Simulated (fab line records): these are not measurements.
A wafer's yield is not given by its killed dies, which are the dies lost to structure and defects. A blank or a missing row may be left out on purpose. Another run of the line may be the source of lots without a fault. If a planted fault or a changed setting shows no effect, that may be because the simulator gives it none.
The same fault as seen by 2 desks || flow sky130 || numbers are kept per desk, each desk with only its own; the story behind them comes last

## TOOL OWNER'S DESK, pvd-sputter-02
The tool's own readings at SKY_VIA3_SPUTTER_20 (material TiN, target thk 20 nm, time 80 s): means of the sampled wafers that have a number, for each lot that ran on this tool. Marked OUT: a lot whose mean sits more than 4 standard deviations from the usual mean, which makes it out of limits; the brackets give that distance.
Columns: A = cathode-dc-power-W at SKY_VIA3_SPUTTER_20, usual 3999.9 W; B = throttle-valve-pct at SKY_VIA3_SPUTTER_20, usual 29.7 %
{"lot": "L853", "first seen here": "day 40 08:26", "A": 3999.0, "B": 29.5}
{"lot": "L856", "first seen here": "day 40 20:53", "A": 3999.9, "B": 30.5}
{"lot": "L864", "first seen here": "day 43 13:36", "A": 4000.0, "B": 29.5}
{"lot": "L869", "first seen here": "day 44 18:38", "A": "4260.0 (+99 or more) OUT", "B": 29.6}
{"lot": "L870", "first seen here": "day 44 22:15", "A": "4259.4 (+99 or more) OUT", "B": 28.9}
{"lot": "L872", "first seen here": "day 45 13:10", "A": "4260.2 (+99 or more) OUT", "B": 29.7}
This desk's finding: out of limits on L869, L870, L872; first on L869, day 44 18:38 (cathode-dc-power-W at SKY_VIA3_SPUTTER_20). L853, L856, L864 stayed within limits.

## METROLOGY DESK
Lot by lot, what the gauges showed, no matter which tool ran the lot: averages of those sampled wafers that carry a number. Marked OUT: a lot whose mean sits more than 4 standard deviations from the usual mean, which makes it out of limits; the brackets give that distance.
Columns: A = cd-nm at SKY_VIA1_CD_MEAS_12, usual 149.5 nm; B = VIA3_W_RS at SKY_VIA3_RS_MEAS_22, usual 0.292 ohm/sq; C = CAP2M_OVL at SKY_CAP2M_OVL_MEAS_12, usual -1.5 nm
{"lot": "L852", "first seen here": "day 33 23:52", "A": 150.0, "B": 0.289, "C": -2.0}
{"lot": "L853", "first seen here": "day 34 16:38", "A": 151.5, "B": 0.288, "C": -2.4}
{"lot": "L854", "first seen here": "day 34 20:04", "A": 150.1, "B": 0.289, "C": -0.3}
{"lot": "L856", "first seen here": "day 35 06:44", "A": 149.8, "B": 0.295, "C": -0.9}
{"lot": "L857", "first seen here": "day 35 18:22", "A": 148.8, "B": 0.291, "C": -1.4}
{"lot": "L860", "first seen here": "day 36 12:41", "A": 148.1, "B": 0.294, "C": -1.2}
{"lot": "L863", "first seen here": "day 37 12:19", "A": 148.6, "B": 0.296, "C": -1.1}
{"lot": "L864", "first seen here": "day 38 04:07", "A": 151.4, "B": 0.288, "C": -0.6}
{"lot": "L869", "first seen here": "day 39 10:50", "A": 151.3, "B": 0.291, "C": -0.3}
{"lot": "L870", "first seen here": "day 39 16:25", "A": 147.9, "B": 0.286, "C": -1.5}
{"lot": "L871", "first seen here": "day 40 04:10", "A": 149.0, "B": 0.291, "C": -1.1}
{"lot": "L872", "first seen here": "day 40 09:37", "A": 147.1, "B": 0.290, "C": -1.8}
{"lot": "L875", "first seen here": "day 40 23:46", "A": 150.3, "B": 0.290, "C": -2.9}
This desk's verdict: no lot among the 13 shows anything out of limits.

## ALL TOGETHER
At day 44 18:38, on L869, L870, L872, the tool owner's desk was in a position to raise an alarm.
From the metrology desk's view, nothing was out of limits.
The metrology desk has L869, L870, L872 on record, within its limits.
Of the lots named, all ran SKY_VIA3_SPUTTER_20 on pvd-sputter-02.

## WHAT THE SIMULATOR PUT IN
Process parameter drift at SKY_VIA3_SPUTTER_20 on pvd-sputter-02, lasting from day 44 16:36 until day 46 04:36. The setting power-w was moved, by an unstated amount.
Shown lots that were struck: L869, L870, L872.
Time in hours from fault onset to the first out-of-limits reading at each desk: the tool owner's desk, 2.
